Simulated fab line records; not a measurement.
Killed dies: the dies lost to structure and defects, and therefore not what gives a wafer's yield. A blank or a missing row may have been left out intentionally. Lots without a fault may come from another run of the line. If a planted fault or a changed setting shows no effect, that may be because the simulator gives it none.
Which of the tools did it? || flow sky130 || 6 lots, 17 wafers sampled, at 3 steps of a route of 708

WHAT THE GAUGES SHOWED, per wafer
SKY_LI_CONTACT_THK_MEAS_01.
{"lot": "L812", "measured": "day 28 10:56", "on": "film metro-04", "LI_CONTACT_HDPCVD_THK (nm)": "930 932 922"}
{"lot": "L816", "measured": "day 30 04:12", "on": "film metro-02", "LI_CONTACT_HDPCVD_THK (nm)": "924 936 921"}
{"lot": "L819", "measured": "day 31 03:47", "on": "film metro-02", "LI_CONTACT_HDPCVD_THK (nm)": "941 927 929"}
{"lot": "L822", "measured": "day 32 01:35", "on": "film metro-04", "LI_CONTACT_HDPCVD_THK (nm)": "1282 1300"}
{"lot": "L824", "measured": "day 32 23:46", "on": "film metro-04", "LI_CONTACT_HDPCVD_THK (nm)": "922 1288 905"}
{"lot": "L832", "measured": "day 35 04:07", "on": "film metro-03", "LI_CONTACT_HDPCVD_THK (nm)": "936 933 926"}

WHICH TOOL RAN EACH LOT (tool, then ch and the chambers of the sampled wafers, then the start)
{"lot": "L812", "SKY_SONOS_ONO_ETCH_15": "rie diel-03 ch 0,2, day 13 06:48", "SKY_LI_CONTACT_HDPCVD_00": "hdpcvd-01 ch 0,2, day 28 10:47"}
{"lot": "L816", "SKY_SONOS_ONO_ETCH_15": "rie diel-03 ch 0,2, day 14 18:46", "SKY_LI_CONTACT_HDPCVD_00": "hdpcvd-02 ch 1,2, day 30 04:06"}
{"lot": "L819", "SKY_SONOS_ONO_ETCH_15": "rie diel-01 ch 0,3, day 15 18:33", "SKY_LI_CONTACT_HDPCVD_00": "hdpcvd-01 ch 0,2, day 31 03:40"}
{"lot": "L822", "SKY_SONOS_ONO_ETCH_15": "rie diel-03 ch 0,1, day 16 17:25", "SKY_LI_CONTACT_HDPCVD_00": "hdpcvd-01 ch 0,2, day 32 01:29"}
{"lot": "L824", "SKY_SONOS_ONO_ETCH_15": "rie diel-03 ch 0,2,3, day 17 12:16", "SKY_LI_CONTACT_HDPCVD_00": "hdpcvd-01 ch 0,1,2, day 32 23:40"}
{"lot": "L832", "SKY_SONOS_ONO_ETCH_15": "rie diel-04 ch 0,1,2, day 20 05:06", "SKY_LI_CONTACT_HDPCVD_00": "hdpcvd-02 ch 0,2, day 35 04:01"}
- SKY_SONOS_ONO_ETCH_15: etches the open film in CHF3/O2, target depth 19.52 nm, time 7.8 s.
- SKY_LI_CONTACT_HDPCVD_00: deposits PSG, target thk 930 nm, time 155 s.

THE ANSWER, worked out from the rows above alone
Rule: the lots themselves supply what counts as usual. The widest of any qualifying gaps counts: lots, ordered by their means at a reading, are off when they make up no more than a third of the lots, leave a main group of 4 or more, and stand apart from it by 3 or more times the standard deviation of that group's means. Not used: any main group whose means are identical at the precision the tables above print for the reading. Also off: a lot with no number at a reading for which 4 or more lots have one. The other lots that the step has rows for count as sound.
Off: L822, L824, seen at SKY_LI_CONTACT_THK_MEAS_01 (LI_CONTACT_HDPCVD_THK). For the main group the mean is 930 nm and the standard deviation 2.3.
A tool fits if, at a process step before that reading, it ran every lot that is off, and no sound lot after the first of them. Those tools and the gauges at SKY_LI_CONTACT_THK_MEAS_01 are tried in the same way. Can't be told from this: 3 tools fit, rie diel-03 at SKY_SONOS_ONO_ETCH_15, hdpcvd-01 at SKY_LI_CONTACT_HDPCVD_00, film metro-04 at SKY_LI_CONTACT_THK_MEAS_01.

WHAT HAD BEEN PUT IN BY THE SIMULATOR
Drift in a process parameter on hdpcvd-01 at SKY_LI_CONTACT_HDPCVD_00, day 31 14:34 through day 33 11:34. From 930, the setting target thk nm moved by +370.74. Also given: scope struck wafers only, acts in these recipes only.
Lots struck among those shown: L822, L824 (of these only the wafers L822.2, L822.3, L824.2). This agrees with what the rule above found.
